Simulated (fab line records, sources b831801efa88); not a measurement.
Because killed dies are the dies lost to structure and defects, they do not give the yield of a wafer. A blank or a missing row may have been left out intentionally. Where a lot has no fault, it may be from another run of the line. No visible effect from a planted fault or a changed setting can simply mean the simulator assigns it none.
Matching of chambers -- flow gf180mcu -- GF_V4_CMP_04 on cmp-02: 4 sister chambers
The step polishes SiO2. 24 wafers are shown with their chamber, then 12 later ones without.

== WAFERS PAIRED WITH THEIR CHAMBERS ==
wafer,chamber,motor-current-A (A),time-to-endpoint-s (s),retaining-ring-pressure-frac
L074.1,2,13.8,77,1.000
L074.2,3,14.4,78,1.003
L074.6,0,12.7,81,1.003
L075.3,2,14.2,78,1.002
L075.5,0,12.8,86,1.001
L075.6,3,13.6,81,0.996
L077.3,1,12.5,83,1.010
L077.4,0,13.3,86,0.998
L077.5,2,14.1,84,0.999
L078.1,1,12.8,83,0.989
L078.3,2,14.4,81,1.001
L078.6,1,13.0,84,0.994
L080.1,2,13.2,77,0.994
L080.2,0,13.6,76,0.995
L080.3,3,13.8,73,0.993
L082.2,0,12.9,73,1.008
L082.5,0,13.2,80,1.006
L082.6,1,13.0,80,0.998
L085.1,1,12.4,81,0.998
L085.2,3,14.3,75,1.009
L085.4,2,14.0,83,0.998
L086.3,1,13.6,78,1.003
L086.5,3,13.7,86,1.004
L086.6,0,13.7,76,0.997

SIGNATURES (means of the wafers above)
reading,chamber 0,chamber 1,chamber 2,chamber 3,scatter within a chamber
motor-current-A,13.171,12.883,13.950,13.960,0.403
time-to-endpoint-s,79.71,81.50,80.00,78.60,4.08
retaining-ring-pressure-frac,1.00114,0.99867,0.99900,1.00100,0.00551
Rule: for a wafer and a chamber, the distance is found by dividing, reading by reading, the gap between the wafer's reading and the chamber's mean by the reading's scatter, squaring, summing and taking the root. If the next closest chamber is less than 2 further off than the closest, the wafer can't be placed; otherwise it belongs to the closest. The scatter: take each reading less its chamber's mean, square it, sum over the shown wafers, divide by the number of wafers less the number of chambers, and take the root.

== WAFERS WHOSE CHAMBER IS MISSING ==
wafer,motor-current-A (A),time-to-endpoint-s (s),retaining-ring-pressure-frac
L087.1,13.0,81,0.994
L087.3,13.3,76,0.995
L087.4,13.4,79,0.996
L088.1,12.2,82,1.000
L088.2,13.4,80,1.002
L088.3,13.3,86,1.001
L092.2,13.8,73,1.001
L092.3,12.8,82,0.996
L092.6,14.5,82,1.005
L094.1,12.4,82,1.000
L094.4,14.0,84,1.001
L094.5,13.4,81,0.998

== WHICH CHAMBER EACH WENT THROUGH ==
wafer,from the rows above,in truth
L087.1,can't be placed: 1 or 0 or 2 or 3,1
L087.3,can't be placed: 0 or 1 or 2 or 3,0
L087.4,can't be placed: 0 or 2 or 1 or 3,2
L088.1,can't be placed: 1 or 0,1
L088.2,can't be placed: 0 or 3 or 1 or 2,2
L088.3,can't be placed: 1 or 0 or 2 or 3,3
L092.2,can't be placed: 3 or 2 or 0 or 1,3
L092.3,can't be placed: 1 or 0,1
L092.6,can't be placed: 3 or 2 or 0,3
L094.1,can't be placed: 1 or 0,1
L094.4,can't be placed: 2 or 3 or 0 or 1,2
L094.5,can't be placed: 0 or 1 or 2 or 3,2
0 of 12 placed correctly. Not placeable from these rows: 12 (in 12, the candidates include the true chamber). Wrongly placed: 0.
